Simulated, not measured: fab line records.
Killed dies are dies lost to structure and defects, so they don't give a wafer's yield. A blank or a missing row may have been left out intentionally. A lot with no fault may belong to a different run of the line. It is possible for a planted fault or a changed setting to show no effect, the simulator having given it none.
A lot that was struck, set against a sound lot | flow sky130 | 14 out of 708 route steps
Sound: these wafers, L184.2, L184.3, L184.4. The struck wafers were L195.3, L195.4, L195.6. Last of all comes the cause.
At each step with rows: each side's tool, then ch and its chambers, then its first start. Under that, the readings that differ: sound wafers | struck wafers | difference of the means | sigmas: that difference in standard deviations of wafers without a fault.
alike: a reading whose means differ by less than 2 such deviations, as well as words and numbers matching on both sides. not compared: withheld readings; readings where some wafer has no value; bounds like >300 that might hide an equal value; numbers whose values overlap and for which the record gives no deviation.
Wherever a step has rows on one side only, a row that says differs or no value, or a row with sigmas, the two part there. Numbers that have no deviation but don't overlap get no sigmas and don't part them. A reading missing from all wafers of one side parts the sides only when that side holds two or more wafers.

SKY_NWELL_RS_MEAS_29: the measuring method here is four-point-probe.
  struck on film metro-02, day 8 06:37; sound on film metro-01, day 5 15:03
  alike: NWELL_RS
SKY_NWELL_RS_MEAS_31: the measuring method here is four-point-probe.
  struck on film metro-02, day 8 06:51; sound on film metro-01, day 5 15:17
  alike: PWDE_RS
then, 7 steps without rows for these wafers: SKY_VT_ADJUST_HVTP_DEHYDRATE_00 (time 60 s); SKY_VT_ADJUST_HVTP_HMDS_01 (prime time 60 s); SKY_VT_ADJUST_HVTP_COAT_02 (resist thk 1140 nm); SKY_VT_ADJUST_HVTP_SOFTBAKE_03 (time 60 s); SKY_VT_ADJUST_HVTP_EXPOSE_04 (exposes mask HVTPM, target cd 380 nm); SKY_VT_ADJUST_HVTP_PEB_05; SKY_VT_ADJUST_HVTP_DEVELOP_06 (develop time 60 s).
SKY_VT_ADJUST_HVTP_CD_MEAS_07 targets a cd of 380 nm.
  struck on cd sem-01, day 9 03:55; sound on cd sem-02, day 6 08:32
  alike: cd nm
SKY_VT_ADJUST_HVTP_OVL_MEAS_08:
  struck on overlay-01, day 9 04:01; sound on overlay-02, day 6 08:38
  alike: VT_ADJUST_HVTP_OVL
SKY_VT_ADJUST_HVTP_IMPLANT_09:
  sound on implanter-02 ch 0, day 6 08:41; struck on implanter-02 ch 0, day 9 04:05
  reading                   | sound             | struck            | difference | sigmas
  implant ion amu           | 75 75 75          | 31 31 31          | -44        |
  model.implant.rp nm (nm)  | 86.52 86.52 86.52 | 189.1 189.1 189.1 | +102.6     |
  model.implant.drp nm (nm) | 33.4 33.4 33.4    | 62.72 62.72 62.72 | +29.32     |
SKY_VT_ADJUST_HVTP_STRIP_10: strips in O2/N2.
  sound on plasma asher-02 ch 0,1, day 6 08:49; struck on plasma asher-04 ch 0,1, day 9 04:18
  alike: drypump motor current A, oes product au, strip time to endpoint s
  not compared: rf hours counter h
SKY_VT_ADJUST_HVTP_TW_MEAS_11:
  struck on film metro-01, day 9 04:37; sound on film metro-04, day 6 08:56
  reading           | sound          | struck      | difference | sigmas
  VT_ADJUST_HVTP_TW | 1338 1339 1328 | 965 969 969 | -367       | -31
  not compared: hold

## WHERE THEY PART
SKY_VT_ADJUST_HVTP_TW_MEAS_11 only, going by this record.

WHY: what the simulator had put in
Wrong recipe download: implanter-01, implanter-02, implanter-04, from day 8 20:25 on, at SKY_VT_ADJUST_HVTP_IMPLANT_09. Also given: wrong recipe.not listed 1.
